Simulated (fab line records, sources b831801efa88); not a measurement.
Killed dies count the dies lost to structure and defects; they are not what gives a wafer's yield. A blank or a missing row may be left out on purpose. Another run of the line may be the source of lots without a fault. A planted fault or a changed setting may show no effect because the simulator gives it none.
Struck lot and sound lot, side by side -- flow sky130 -- 35 out of 708 route steps
Sound: the wafers L696.3, L696.4, L696.6. Wafers L698.1, L698.3, L698.4 were the ones struck. The cause is given at the end.
Order at every step that has rows: each side's tool, ch and its chambers, its first start. Under that, the readings that differ: sound wafers -- struck wafers -- difference of the means -- sigmas: that difference in standard deviations of wafers without a fault.
alike: a reading whose means differ by less than 2 such deviations, as well as words and numbers matching on both sides. not compared: withheld readings; readings where some wafer has no value; bounds like >300 that might hide an equal value; numbers whose values overlap and for which the record gives no deviation.
The two part at a step that has a row with sigmas, a row that says differs or no value, or rows on one side only. Numbers that have no deviation but don't overlap get no sigmas and don't part them. A reading that every wafer of one side lacks parts them only if that side has two wafers or more.

first, 10 steps without rows for these wafers: SKY_POLY_CUT_ETCH_10 (etches BARC in N2/H2, stops on SiO2, time 45.9 s, target depth 60 nm); SKY_POLY_CUT_ETCH_11 (etches Si3N4 in CF4/CH2F2/Ar, stops on poly-Si, time 42.5 s, target depth 60 nm); SKY_POLY_CUT_STRIP_12 (strips in O2/N2); SKY_SD_P_DEHYDRATE_00 (time 60 s); SKY_SD_P_HMDS_01 (prime time 60 s); SKY_SD_P_COAT_02 (resist thk 1140 nm); SKY_SD_P_SOFTBAKE_03 (time 60 s); SKY_SD_P_EXPOSE_04 (exposes mask PSDM, target cd 380 nm); SKY_SD_P_PEB_05; SKY_SD_P_DEVELOP_06 (develop time 60 s).
SKY_SD_P_IMPLANT_09:
  sound on implanter-01 ch 0, day 30 03:37; struck on implanter-01 ch 0, day 30 10:25
reading,sound,struck,difference,sigmas
beam-energy-keV,19.993 19.993 19.992,18.758 18.756 18.765,-1.233,-99 or more
model.implant.rp-nm (nm),17.74 17.74 17.74,17.04 17.04 17.04,-0.70,
model.implant.drp-nm (nm),9.746 9.746 9.746,9.319 9.319 9.319,-0.427,
SKY_SD_P_STRIP_10: strips in O2/N2.
  sound on plasma-asher-04 ch 0,1, day 30 03:46; struck on plasma-asher-02 ch 0,1, day 30 10:34
reading,sound,struck,difference,sigmas
strip-time-to-endpoint-s (s),17.49 17.51 17.48,17.33 17.36 17.37,-0.14,-4
  alike: drypump-motor-current-A, n2-flow-sccm, oes-product-au
  not compared: rf-hours-counter-h
then, 21 steps without rows for these wafers: SKY_RES_XHIGH_DEHYDRATE_00 (time 60 s); SKY_RES_XHIGH_HMDS_01 (prime time 60 s); SKY_RES_XHIGH_COAT_02 (resist thk 1140 nm); SKY_RES_XHIGH_SOFTBAKE_03 (time 60 s); SKY_RES_XHIGH_EXPOSE_04 (exposes mask URPM, target cd 1270 nm); SKY_RES_XHIGH_PEB_05; SKY_RES_XHIGH_DEVELOP_06 (develop time 60 s); SKY_RES_XHIGH_IMPLANT_07; SKY_RES_XHIGH_STRIP_08 (strips in O2/N2); SKY_SD_N_DEHYDRATE_00 (time 60 s); SKY_SD_N_HMDS_01 (prime time 60 s); SKY_SD_N_COAT_02 (resist thk 1140 nm); SKY_SD_N_SOFTBAKE_03 (time 60 s); SKY_SD_N_EXPOSE_04 (exposes mask NSDM, target cd 380 nm); SKY_SD_N_PEB_05; SKY_SD_N_DEVELOP_06 (develop time 60 s); SKY_SD_N_IMPLANT_09; SKY_SD_N_IMPLANT_10; SKY_SD_N_STRIP_11 (strips in O2/N2); SKY_SD_N_CLEAN_13 (cleans in SC1/SC2, time 150 s); SKY_SD_N_RTA_14 (time 2 s).
-- the record jumps here: 2 days lie between the struck wafers' starts before and after --
SKY_SD_N_RS_MEAS_17: uses a four-point probe to measure.
  struck on film-metro-04, day 32 18:07; sound on film-metro-02, day 32 12:16
reading,sound,struck,difference,sigmas
SD_P_RS (ohm/sq),146.3 146.9 146.4,151.6 152.0 151.6,+5.2,+11
-- here the record skips 17 days between the struck wafers' starts before and after, leaving off in module SD_N and picking up in module PAD_OPEN (first step shown: number 708 of the route) --
SKY_PAD_OPEN_PROBE_99:
  struck on prober-01, day 49 08:50; sound on prober-01, day 49 03:05
reading,sound,struck,difference,sigmas
killed-at-other,2 0 1,0 0 0,-1,-2
model.etest.res-pdiff-hv.rs-ohm-sq,187.3 189.1 186.8,191.2 191.4 191.4,+3.6,
model.etest.res-pdiff.rs-ohm-sq,193.4 195.1 193.3,198.2 198.3 196.9,+3.9,
  alike: killed_at_M0_to_M3, killed_at_M4_up, killed-at-contacts, killed-at-front-end, killed-dies, killed-open, killed-short

== WHERE THEY PART ==
First at SKY_SD_P_IMPLANT_09; last, within this record, at SKY_PAD_OPEN_PROBE_99.

WHY: the cause the simulator had injected
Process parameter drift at SKY_SD_P_IMPLANT_09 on implanter-01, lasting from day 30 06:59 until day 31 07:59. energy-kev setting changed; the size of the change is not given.
